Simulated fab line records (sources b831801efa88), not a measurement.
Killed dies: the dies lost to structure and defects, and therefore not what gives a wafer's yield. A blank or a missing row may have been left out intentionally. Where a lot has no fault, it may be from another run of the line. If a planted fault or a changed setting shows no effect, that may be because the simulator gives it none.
One fault seen from 2 desks || flow gf180mcu || each desk has only its own numbers; what lay behind them comes last

== DESK OF THE TOOL OWNER: litho-track-03 ==
Per lot that ran on this tool, the mean of the sampled wafers carrying a number, from the tool's own readings at GF_V4_SOFTBAKE_10 (time 60 s). Marked OUT: a lot whose mean sits more than 4 standard deviations from the usual mean, which makes it out of limits; the brackets give that distance.
Columns: A = heater-power-total-W at GF_V4_SOFTBAKE_10, usual 93.06 W; B = run-length-s at GF_V4_SOFTBAKE_10, usual 89.23 s
{"lot": "L724", "first seen here": "day 26 03:00", "A": 93.05, "B": 89.12}
{"lot": "L731", "first seen here": "day 28 05:00", "A": "95.89 (+50) OUT", "B": "84.03 (-21) OUT"}
{"lot": "L732", "first seen here": "day 28 19:00", "A": "94.91 (+33) OUT", "B": "85.83 (-14) OUT"}
Finding of this desk: L731, L732 out of limits; the first was L731 at day 28 05:00, on heater-power-total-W at GF_V4_SOFTBAKE_10. In limits: L724.

== FROM THE METROLOGY DESK ==
What the gauges read for every lot (on any tool): the sampled wafers with a number, averaged. Marked OUT: a lot whose mean sits more than 4 standard deviations from the usual mean, which makes it out of limits; the brackets give that distance.
Columns: A = V4_CVD_00_THK at GF_V4_THK_MEAS_01, usual 604 nm; B = V4_CVD_02_THK at GF_V4_THK_MEAS_03, usual 852 nm; C = V4_BOW at GF_V4_BOW_MEAS_05, usual 135 um; D = cd-nm at GF_V4_CD_MEAS_14, usual 260.2 nm; E = V4_OVL at GF_V4_OVL_MEAS_15, usual -3 nm
{"lot": "L724", "first seen here": "day 25 16:07", "A": 601, "B": 840, "C": 129, "D": 260.5, "E": 5}
{"lot": "L731", "first seen here": "day 27 19:02", "A": 595, "B": 860, "C": 135, "D": 259.1, "E": -3}
{"lot": "L732", "first seen here": "day 28 09:27", "A": 601, "B": 840, "C": 129, "D": 258.6, "E": -8}
{"lot": "L735", "first seen here": "day 29 01:26", "A": 594, "B": 851, "C": 140, "D": 258.9, "E": 8}
{"lot": "L739", "first seen here": "day 30 01:31", "A": 614, "B": 850, "C": 137, "D": 261.2, "E": -5}
{"lot": "L740", "first seen here": "day 30 09:10", "A": 610, "B": 871, "C": 134, "D": 262.8, "E": 4}
This desk's verdict: no lot among the 6 shows anything out of limits.

== ALL TOGETHER ==
The tool owner's desk had the chance to raise an alarm at day 28 05:00 on L731, L732.
From the metrology desk's view, nothing was out of limits.
The metrology desk holds a record of L731, L732, inside its limits.
The lots listed all ran GF_V4_SOFTBAKE_10 on litho-track-03.

== WHAT THE SIMULATOR HAD INSERTED ==
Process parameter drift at GF_V4_SOFTBAKE_10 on litho-track-03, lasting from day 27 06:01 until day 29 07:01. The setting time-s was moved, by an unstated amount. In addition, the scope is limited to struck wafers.
Shown lots that were struck: L731, L732.
Time in hours from fault onset to the first out-of-limits reading at each desk: the tool owner's desk, 23.
